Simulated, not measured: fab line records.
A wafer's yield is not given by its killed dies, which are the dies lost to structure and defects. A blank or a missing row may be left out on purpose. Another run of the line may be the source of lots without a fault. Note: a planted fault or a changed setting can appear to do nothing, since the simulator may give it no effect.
Which tool was responsible? -- flow gf180mcu -- 39 wafers from 13 lots sampled at 4 of the route's 602 steps

## WHAT THE GAUGES SHOWED, per wafer
GF_PSD_OVL_MEAS_08.
lot,measured,on,PSD_OVL (nm)
L561,day 15 21:32,overlay-01,1.8 3.2 2.2
L566,day 17 17:50,overlay-01,0.3 1.5 0.1
L567,day 18 00:26,overlay-01,0.9 -1.0 0.0
L568,day 18 06:29,overlay-02,2.7 2.6 2.4
L569,day 18 20:08,overlay-02,-2.4 -1.3 -0.7
L571,day 19 13:49,overlay-01,0.9 0.2 -1.4
L577,day 21 10:13,overlay-01,0.2 2.1 -1.2
L579,day 22 01:03,overlay-01,-1.5 -0.3 0.5
L581,day 22 15:05,overlay-01,-1.6 -1.3 0.9
L582,day 23 00:17,overlay-01,1.2 1.2 1.9
L583,day 23 08:20,overlay-02,0.3 0.4 0.8

GF_CONTACT_OVL_MEAS_15.
lot,measured,on,CONTACT_OVL (nm)
L561,day 17 23:08,overlay-02,1 4 -9
L566,day 19 21:47,overlay-02,1 11 11
L567,day 20 02:41,overlay-02,13 10 18
L568,day 20 09:47,overlay-02,-3 6 11
L569,day 21 01:20,overlay-01,1 6 4
L571,day 21 18:23,overlay-02,8 4 5
L577,day 23 12:58,overlay-02,12 2 -1
L579,day 24 03:21,overlay-02,4 1 4
L581,day 24 16:59,overlay-02,1 -5 6
L582,day 25 01:08,overlay-02,2 -1 -14
L583,day 25 09:59,overlay-01,9 5 7

## WHAT TOOL EACH LOT RAN ON (gives the tool, then ch and the chambers of the sampled wafers, and finally the start)
lot,GF_VT_IMPLANT_STRIP_09,GF_HV_LDD_STRIP_49
L561,"plasma-asher-01 ch 0,1, day 6 01:36","plasma-asher-04 ch 0,1, day 13 20:29"
L566,"plasma-asher-04 ch 0,1, day 7 10:08","plasma-asher-02 ch 0,1, day 15 15:55"
L567,"plasma-asher-01 ch 0,1, day 7 18:48","plasma-asher-04 ch 0,1, day 15 22:07"
L568,"plasma-asher-01 ch 1, day 8 00:45","plasma-asher-03 ch 0,1, day 16 02:49"
L569,"plasma-asher-01 ch 1, day 8 06:37","plasma-asher-04 ch 0,1, day 16 16:25"
L571,"plasma-asher-04 ch 0,1, day 8 21:01","plasma-asher-03 ch 0,1, day 17 09:46"
L573,"plasma-asher-01 ch 0,1, day 9 07:42","plasma-asher-02 ch 0,1, day 17 21:16"
L574,"plasma-asher-03 ch 0,1, day 9 12:15","plasma-asher-04 ch 0,1, day 18 05:07"
L577,"plasma-asher-03 ch 0,1, day 10 08:14","plasma-asher-02 ch 0,1, day 19 04:28"
L579,"plasma-asher-04 ch 0,1, day 10 22:08","plasma-asher-04 ch 0,1, day 19 19:34"
L581,"plasma-asher-03 ch 0,1, day 11 09:59","plasma-asher-02 ch 0,1, day 20 09:10"
L582,"plasma-asher-03 ch 0,1, day 11 17:16","plasma-asher-04 ch 0,1, day 20 18:04"
L583,"plasma-asher-01 ch 0,1, day 12 00:06","plasma-asher-04 ch 0,1, day 21 03:37"
- GF_VT_IMPLANT_STRIP_09: strips in O2/N2.
- GF_HV_LDD_STRIP_49: strips in O2/N2.

## AS READ BY THE TOOLS THEMSELVES (means over the sampled wafers that have a number; for cases with no such wafer, the mark the record gives instead)
GF_VT_IMPLANT_STRIP_09.
lot,tool,chamber-pressure-mTorr (mTorr),drypump-motor-current-A (A),heater-power-w (W),oes-product-au (a.u.),strip-time-to-endpoint-s (s)
L561,plasma-asher-01,1501.2,5.2,314,0.717,12.73
L566,plasma-asher-04,1500.8,5.7,339,0.714,12.65
L567,plasma-asher-01,1500.6,5.4,297,0.718,12.64
L568,plasma-asher-01,1498.9,5.7,280,0.716,12.64
L569,plasma-asher-01,1500.4,5.7,281,0.713,12.58
L571,plasma-asher-04,1499.5,5.7,332,0.721,12.58
L573,plasma-asher-01,1501.0,5.4,293,0.717,12.70
L574,plasma-asher-03,1500.3,6.3,298,0.716,12.61
L577,plasma-asher-03,1499.6,6.3,300,0.714,12.63
L579,plasma-asher-04,1498.0,5.7,338,0.714,12.65
L581,plasma-asher-03,1499.5,6.3,297,0.715,12.68
L582,plasma-asher-03,1499.6,6.0,302,0.719,12.62
L583,plasma-asher-01,1500.9,5.4,298,0.716,12.60

GF_HV_LDD_STRIP_49.
lot,tool,chamber-pressure-mTorr (mTorr),drypump-motor-current-A (A),heater-power-w (W),oes-product-au (a.u.),strip-time-to-endpoint-s (s)
L561,plasma-asher-04,1499.5,5.6,361,0.719,12.67
L566,plasma-asher-02,1499.9,6.1,365,0.719,12.59
L567,plasma-asher-04,1501.2,5.7,360,0.719,12.61
L568,plasma-asher-03,1500.2,6.1,308,0.710,12.63
L569,plasma-asher-04,1500.5,5.7,337,0.717,12.63
L571,plasma-asher-03,1501.6,6.1,305,0.717,12.61
L573,plasma-asher-02,-,-,-,-,-
L574,plasma-asher-04,-,-,-,-,-
L577,plasma-asher-02,1499.3,6.0,335,0.713,12.61
L579,plasma-asher-04,1498.8,5.7,338,0.720,12.67
L581,plasma-asher-02,1498.1,6.0,337,0.714,12.65
L582,plasma-asher-04,1499.9,5.7,336,0.718,12.65
L583,plasma-asher-04,1500.8,5.8,338,0.717,12.61

## THE ANSWER, worked out from the rows above alone
Rule: the lots themselves supply what counts as usual. Put in order of their means at a reading, lots are off if they are a third of the lots or fewer, leave a main group of 4 or more, and stand apart from it by a gap of 3 or more times the standard deviation of the main group's means; of several such gaps the widest counts. A main group is skipped when, at the precision printed for the reading in the tables above, its means are all equal. A lot without any number at a reading at which 4 lots or more have one is off too. All remaining lots with rows at the step are treated as sound. The gauges are gone through in route order, then the tools' own readings, and for those a lot's mean is taken as printed above. At the first step where some lot is off, the reading lying furthest off is the one used; lots without a number count as furthest.
Off at GF_HV_LDD_STRIP_49 (chamber-pressure-mTorr): L573, L574. Without a number there: L573, L574. The main group has a mean of 1500.0 mTorr with a standard deviation of 0.99.
If a tool, at that step or one of the process steps before it, ran each lot that is off and ran no sound lot following the first of them, it fits. No candidate that was tried fits.

## WHAT WAS PUT IN BY THE SIMULATOR
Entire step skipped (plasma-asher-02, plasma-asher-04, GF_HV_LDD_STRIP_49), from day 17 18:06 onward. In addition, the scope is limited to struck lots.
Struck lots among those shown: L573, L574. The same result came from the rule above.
